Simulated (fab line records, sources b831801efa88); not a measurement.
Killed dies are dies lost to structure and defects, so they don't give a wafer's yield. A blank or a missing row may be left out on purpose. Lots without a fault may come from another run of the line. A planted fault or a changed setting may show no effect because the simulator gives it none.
fab line records | flow sky130
record lots=14 wafers=42 last_day=51
route steps=708 shown FIELD_ISO@3 NWELL@34 DNWELL@39 VT_ADJUST_HVTP@96
lots that met no fault: from a run of the same line without faults
start_h: hours from the record's first day to the start of the lot's first wafer shown | wait_h: hours since the lot's step before | " the same as in the row above | L1.1+2: a row that stands for several wafers | - no value, or no start given | * or withheld: withheld | < > ~ a bound
route shown NAME@n: a module of which the file shows steps, and the number in the route of the first | usual: mean/standard deviation of fault-free wafers | same: alike in all rows | chamber/n: place in a boat | sites: the reading at each site | _std_site: their standard deviation | _edge_site: outer sites' mean less inner sites' | radius_mm: how far each site lies from the wafer's centre | mask NAME#n: copy n | behind: the tool/chamber that last shaped the wafer | hold: why the lot was held/for how many hours/how that ended | device: the transistor (n, p or np) that didn't switch | end of line: the same wafers' tests at the end of the route | a step without rows: its recipe alone | killed: dies lost to structure and defects at the first sort, not the wafer's yield | map: a wafer's dies, x killed, . not, _ none there
set.NAME: the setting as run; set.NAME@STEP: as run at that earlier step | model.NAME: the simulator's own value behind a step, which no gauge read
steps of the route over a sample of lots; a table a step, a row a wafer
services: from which hour (start_h, from the record's first day; less than 0 if before it) a tool's chamber was out of use, for how many hours, and why
## steps
# step SKY_FIELD_ISO_THK_MEAS_02
# recipe reads=SiO2_of_FIELD_ISO_OXIDATION_01
# usual FIELD_ISO_OXIDATION_00_THK=11.93/0.26
# columns lot.wafer tool chamber start_h wait_h FIELD_ISO_OXIDATION_00_THK[nm]
L817.3 film_metro-04 - 16.98 0.0 12.46
L817.5 " - " " 12.44
L817.6 " - " " 12.51
L818.2 film_metro-04 - 21.64 0.0 11.90
L818.4 " - " " 12.02
L818.5 " - " " 12.16
L820.1 film_metro-02 - 32.35 0.0 12.14
L820.4 " - " " 12.44
L820.6 " - " " 12.11
L821.1 film_metro-01 - 39.17 0.0 11.74
L821.2 " - " " 11.50
L821.5 " - " " 11.50
L822.1 film_metro-02 - 43.56 0.0 11.73
L822.2 " - " " 12.03
L822.3 " - " " 12.26
L823.1 film_metro-01 - 47.53 0.0 12.02
L823.3 " - " " 11.94
L823.4 " - " " 11.63
L824.1 film_metro-02 - 53.66 0.0 12.38
L824.2 " - " " 12.43
L824.4 " - " " 12.44
L825.1 film_metro-01 - 56.97 0.0 11.50
L825.4 " - " " 11.75
L825.6 " - " " 11.85
L826.1 film_metro-01 - 62.56 0.1 12.23
L826.3 " - " " 12.06
L826.4 " - " " 12.15
L827.2 film_metro-02 - 66.77 0.0 11.85
L827.4 " - " " 11.82
L827.5 " - " " 12.02
L830.1 film_metro-04 - 81.63 0.0 12.26
L830.5 " - " " 12.04
L830.6 " - " " 12.20
L831.1 film_metro-01 - 87.68 0.0 11.97
L831.5 " - " " 12.19
L831.6 " - " " 12.07
L833.1 film_metro-02 - 97.50 0.0 11.76
L833.2 " - " " 11.59
L833.4 " - " " 11.77
L839.1 film_metro-04 - 128.17 0.0 11.56
L839.5 " - " " 11.83
L839.6 " - " " 11.62
# step SKY_NWELL_THK_MEAS_02
# recipe reads=SiO2_of_NWELL_OXIDATION_01
# usual NWELL_OXIDATION_THK=9.88/0.17
# columns lot.wafer tool chamber start_h wait_h NWELL_OXIDATION_THK[nm]
L817.3 film_metro-02 - 44.98 0.0 10.23
L817.5 " - " " 10.18
L817.6 " - " " 10.22
L818.2 film_metro-03 - 51.78 0.0 9.77
L818.4 " - " " 9.71
L818.5 " - " " 9.80
L820.1 film_metro-02 - 60.99 0.0 10.02
L820.4 " - " " 10.30
L820.6 " - " " 9.95
L821.1 film_metro-01 - 65.25 0.0 9.76
L821.2 " - " " 9.67
L821.5 " - " " 9.73
L822.1 film_metro-01 - 69.40 0.0 10.23
L822.2 " - " " 9.96
L822.3 " - " " 10.16
L823.1 film_metro-01 - 72.39 0.0 10.03
L823.3 " - " " 10.10
L823.4 " - " " 9.92
L824.1 film_metro-03 - 83.03 0.0 9.78
L824.2 " - " " 9.62
L824.4 " - " " 9.90
L825.1 film_metro-02 - 84.42 0.0 9.58
L825.4 " - " " 9.82
L825.6 " - " " 9.81
L826.1 film_metro-03 - 90.28 0.0 10.16
L826.3 " - " " 10.18
L826.4 " - " " 10.16
L827.2 film_metro-01 - 94.15 0.0 9.69
L827.4 " - " " 9.45
L827.5 " - " " 9.58
L830.1 film_metro-01 - 110.00 0.0 9.72
L830.5 " - " " 9.82
L830.6 " - " " 9.77
L831.1 film_metro-03 - 115.43 0.0 10.05
L831.5 " - " " 9.86
L831.6 " - " " 9.81
L833.1 film_metro-03 - 133.22 0.0 9.60
L833.2 " - " " 9.75
L833.4 " - " " 9.56
L839.1 film_metro-01 - 164.53 0.0 9.86
L839.5 " - " " 9.89
L839.6 " - " " 9.89
# step SKY_DNWELL_EXPOSE_04
# recipe mask_id=DNM na=0.57 target_cd_nm=3000 dose_mj=222
# usual exposure_dose_mJ_cm2=221.98/0.21 focus_offset_nm=0.1/0.56
# columns lot.wafer tool chamber start_h wait_h mask exposure_dose_mJ_cm2 focus_offset_nm
L817.3 iline_stepper-01 0 52.85 - DNM#0 222.39 0.3
L817.5 " 0 " " DNM#0 222.32 -0.5
L817.6 " 0 " " DNM#0 222.26 0.8
L818.2 iline_stepper-01 0 60.31 - DNM#0 222.10 0.2
L818.4 " 0 " " DNM#0 221.86 0.3
L818.5 " 0 " " DNM#0 222.19 0.4
L820.1 iline_stepper-01 0 68.97 - DNM#0 222.28 0.3
L820.4 " 0 " " DNM#0 221.94 0.5
L820.6 " 0 " " DNM#0 222.26 0.1
L821.1 iline_stepper-01 0 73.31 - DNM#0 222.43 0.3
L821.2 " 0 " " DNM#0 222.08 0.9
L821.5 " 0 " " DNM#0 222.16 0.5
L822.1 iline_stepper-02 0 78.24 - DNM#0 221.98 -0.8
L822.2 " 0 " " DNM#0 222.18 -0.6
L822.3 " 0 " " DNM#0 221.86 -0.5
L823.1 iline_stepper-01 0 81.24 - DNM#0 221.79 0.0
L823.3 " 0 " " DNM#0 222.03 -0.6
L823.4 " 0 " " DNM#0 221.93 -1.2
L824.1 iline_stepper-02 0 92.02 - DNM#0 222.04 -0.2
L824.2 " 0 " " DNM#0 221.88 -0.6
L824.4 " 0 " " DNM#0 222.11 0.2
L825.1 iline_stepper-01 0 93.09 - DNM#0 221.54 0.5
L825.4 " 0 " " DNM#0 221.71 0.5
L825.6 " 0 " " DNM#0 221.98 0.6
L826.1 iline_stepper-01 0 99.46 - DNM#0 222.11 0.2
L826.3 " 0 " " DNM#0 222.06 0.2
L826.4 " 0 " " DNM#0 222.06 0.2
L827.2 iline_stepper-02 0 102.45 - DNM#0 222.07 -0.2
L827.4 " 0 " " DNM#0 221.87 -0.8
L827.5 " 0 " " DNM#0 221.72 -0.6
L830.1 iline_stepper-01 - 119.28 - DNM#0 - -
L830.5 " - " " DNM#0 - -
L830.6 " - " " DNM#0 - -
L831.1 iline_stepper-02 - 124.67 - DNM#0 - -
L831.5 " - " " DNM#0 - -
L831.6 " - " " DNM#0 - -
L833.1 iline_stepper-02 0 142.62 - DNM#0 221.97 1.0
L833.2 " 0 " " DNM#0 221.98 0.6
L833.4 " 0 " " DNM#0 222.06 0.2
L839.1 iline_stepper-02 0 174.96 - DNM#0 221.85 -0.5
L839.5 " 0 " " DNM#0 221.71 -0.1
L839.6 " 0 " " DNM#0 221.94 -0.5
# step SKY_DNWELL_TW_MEAS_09
# usual DNWELL_TW=1118/5.2
# columns lot.wafer tool chamber start_h wait_h DNWELL_TW
L817.3 film_metro-03 - 61.13 0.1 1120
L817.5 " - " " 1113
L817.6 " - " " 1113
L818.2 film_metro-01 - 68.10 0.1 1123
L818.4 " - " " 1116
L818.5 " - " " 1112
L820.1 film_metro-01 - 77.44 0.1 1126
L820.4 " - " " 1123
L820.6 " - " " 1132
L821.1 film_metro-03 - 81.58 0.1 1110
L821.2 " - " " 1112
L821.5 " - " " 1111
L822.1 film_metro-01 - 86.36 0.1 1121
L822.2 " - " " 1122
L822.3 " - " " 1119
L823.1 film_metro-02 - 89.29 0.1 1117
L823.3 " - " " 1124
L823.4 " - " " 1117
L824.1 film_metro-02 - 100.84 0.1 1112
L824.2 " - " " 1113
L824.4 " - " " 1109
L825.1 film_metro-03 - 101.68 0.1 1115
L825.4 " - " " 1119
L825.6 " - " " 1112
L826.1 film_metro-03 - 108.81 0.1 1112
L826.3 " - " " 1115
L826.4 " - " " 1108
L827.2 film_metro-01 - 111.52 0.1 1119
L827.4 " - " " 1115
L827.5 " - " " 1116
L830.1 film_metro-02 - 127.91 0.1 30
L830.5 " - " " 30
L830.6 " - " " 30
L831.1 film_metro-01 - 134.41 0.1 30
L831.5 " - " " 30
L831.6 " - " " 30
L833.1 film_metro-02 - 152.36 0.1 1122
L833.2 " - " " 1119
L833.4 " - " " 1116
L839.1 film_metro-01 - 186.14 0.1 1119
L839.5 " - " " 1117
L839.6 " - " " 1115
# step SKY_VT_ADJUST_HVTP_TW_MEAS_11
# usual VT_ADJUST_HVTP_TW=1346/15
# columns lot.wafer tool chamber start_h wait_h VT_ADJUST_HVTP_TW
L817.3 film_metro-04 - 133.33 0.1 1316
L817.5 " - " " 1323
L817.6 " - " " 1326
L818.2 film_metro-01 - 139.67 0.1 1363
L818.4 " - " " 1356
L818.5 " - " " 1360
L820.1 film_metro-03 - 150.86 0.1 1362
L820.4 " - " " 1356
L820.6 " - " " 1358
L821.1 film_metro-03 - 156.19 0.1 1353
L821.2 " - " " 1355
L821.5 " - " " 1355
L822.1 film_metro-01 - 161.17 0.1 1354
L822.2 " - " " 1359
L822.3 " - " " 1355
L823.1 film_metro-03 - 165.15 0.1 1356
L823.3 " - " " 1355
L823.4 " - " " 1360
L824.1 film_metro-04 - 179.30 0.1 1327
L824.2 " - " " 1323
L824.4 " - " " 1327
L825.1 film_metro-04 - 180.31 0.1 1328
L825.4 " - " " 1332
L825.6 " - " " 1326
L826.1 film_metro-04 - 187.90 0.1 1325
L826.3 " - " " 1320
L826.4 " - " " 1330
L827.2 film_metro-03 - 190.42 0.1 1361
L827.4 " - " " 1356
L827.5 " - " " 1353
L830.1 film_metro-04 - 210.95 0.1 1330
L830.5 " - " " 1331
L830.6 " - " " 1330
L831.1 film_metro-03 - 216.56 0.1 1356
L831.5 " - " " 1355
L831.6 " - " " 1360
L833.1 film_metro-01 - 238.56 0.1 1355
L833.2 " - " " 1347
L833.4 " - " " 1355
L839.1 film_metro-01 - 278.22 0.1 1348
L839.5 " - " " 1359
L839.6 " - " " 1361
## services
# columns tool chamber start_h hours kind
iline_stepper-02 - 87.75 1.7 pm
iline_stepper-02 0 96.39 - calibration
iline_stepper-01 0 113.86 - calibration
## key
first_sign step=SKY_DNWELL_EXPOSE_04 reading=tool_record direction=missing
effect step=SKY_DNWELL_TW_MEAS_09 reading=DNWELL_TW direction=down sigmas=99+ usual=1118 struck=30
met_at SKY_DNWELL_EXPOSE_04
struck_lots L830,L831
sort_left_out L830.1,L830.5,L830.6,L831.1,L831.5,L831.6
tester_left_out L830,L831
not_acting_at SKY_FIELD_ISO_THK_MEAS_02,SKY_NWELL_THK_MEAS_02,SKY_VT_ADJUST_HVTP_TW_MEAS_11
onset_between 102.45 119.28
fault kind=skipped_step_whole tool=iline_stepper-01,iline_stepper-02 chamber=- onset_h=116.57 steps=SKY_DNWELL_EXPOSE_04 scope=struck_lots_only
# tester_left_out: of these lots the tester's yield and bins aren't shown, on N5 and GAA mostly nor the transistor test; their killed dies are dies lost to structure and defects alone, not to doping, threshold or leakage, so they don't give the yield
# sort_left_out: the simulated sort isn't trusted on such a fault, so these wafers' sort isn't shown, and their yield isn't known
